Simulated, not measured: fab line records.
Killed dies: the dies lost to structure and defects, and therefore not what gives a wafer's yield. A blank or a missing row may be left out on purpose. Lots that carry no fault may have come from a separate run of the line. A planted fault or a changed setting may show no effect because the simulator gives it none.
Matching of chambers	flow sky130	SKY_METAL4_ETCH_17 on rie diel-04 has 4 sister chambers
The step etches SiO2 in C4F8/O2/Ar, stops on TiN, time 3.9 s, target depth 15 nm. 4 wafers are shown with their chamber, then 8 later ones without.

## WAFERS, EACH WITH ITS CHAMBER
wafer	chamber	oes product au (a.u.)
L087.2	0	0.762
L087.5	1	0.763
L092.5	2	0.759
L093.1	3	0.765

## WAFERS WITH NO CHAMBER GIVEN
wafer	oes product au (a.u.)
L093.2	0.750
L093.5	0.761
L096.2	0.758
L096.3	0.745
L096.5	0.762
L097.1	0.755
L097.5	0.756
L097.6	0.772

## WHICH CHAMBER EACH WENT THROUGH
wafer	from the rows above	in truth
L093.2	can't be placed: 2 or 0 or 1 or 3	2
L093.5	can't be placed: 0 or 1 or 2 or 3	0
L096.2	can't be placed: 2 or 0 or 1 or 3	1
L096.3	can't be placed: 2 or 0 or 1 or 3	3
L096.5	can't be placed: 0 or 1 or 2 or 3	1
L097.1	can't be placed: 2 or 0 or 1 or 3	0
L097.5	can't be placed: 2 or 0 or 1 or 3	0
L097.6	can't be placed: 3 or 1 or 0 or 2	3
0 of 8 placed correctly. Not placeable from these rows: 8 (in 8, the candidates include the true chamber). Placed wrongly: 0.
How it was worked out, from the rows above alone: a wafer's distance from a chamber is the root of the sum, over the readings, of the square of ((its reading less the chamber's mean) divided by the reading's scatter). If the next closest chamber is less than 2 further off than the closest, the wafer can't be placed; otherwise it belongs to the closest. A chamber's mean is the mean of its shown wafers. The scatter: root of mean squared gap, hidden wafer to nearest shown wafer, with one shown wafer a chamber.
